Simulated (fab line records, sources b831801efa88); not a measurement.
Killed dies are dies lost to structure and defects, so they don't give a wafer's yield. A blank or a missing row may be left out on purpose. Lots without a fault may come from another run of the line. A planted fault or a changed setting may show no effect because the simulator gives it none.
One fault seen from 2 desks | flow sky130 | each desk has only its own numbers; what lay behind them comes last

THE TOOL OWNER'S DESK: pvd_sputter-02
The tool's own readings at SKY_METAL4_SPUTTER_02 (material AlCu, target thk 735 nm, time 39.1 s): means of the sampled wafers that have a number, for each lot that ran on this tool. A lot is out of limits, marked OUT, if its mean lies more than 4 standard deviations from the usual mean; the brackets give that distance.
Columns: A = throttle_valve_pct at SKY_METAL4_SPUTTER_02, usual 29.8 %
lot  | first seen here | A
L893 | day 40 21:43    | 30.6
L894 | day 41 15:58    | 29.4
L895 | day 41 16:52    | 30.1
L896 | day 42 03:34    | 30.0
L898 | day 42 10:38    | 28.9
L902 | day 43 15:08    | 30.1
This desk's finding: nothing out of limits on any of the 6 lots.

THE METROLOGY DESK
What the gauges read, lot by lot, whatever tool the lot ran on: means of the sampled wafers that have a number. A lot is out of limits, marked OUT, if its mean lies more than 4 standard deviations from the usual mean; the brackets give that distance.
Columns: A = CAP2M_TIN_RS at SKY_CAP2M_RS_MEAS_03, usual 6.90 ohm/sq
lot  | first seen here | A
L890 | day 40 06:20    | 6.78
L891 | day 40 12:46    | 6.89
L893 | day 40 22:01    | 6.89
L892 | day 41 01:55    | 6.90
L894 | day 41 16:16    | 6.89
L895 | day 41 17:10    | 6.84
L896 | day 42 03:52    | 6.86
L898 | day 42 10:56    | 6.95
L902 | day 43 15:26    | 7.00
L909 | day 45 20:41    | 6.88
L911 | day 46 12:18    | 7.03
This desk's finding: nothing out of limits on any of the 11 lots.

PUT TOGETHER
The tool owner's desk saw nothing out of limits.
The metrology desk saw nothing out of limits.

WHAT THE SIMULATOR HAD PUT IN
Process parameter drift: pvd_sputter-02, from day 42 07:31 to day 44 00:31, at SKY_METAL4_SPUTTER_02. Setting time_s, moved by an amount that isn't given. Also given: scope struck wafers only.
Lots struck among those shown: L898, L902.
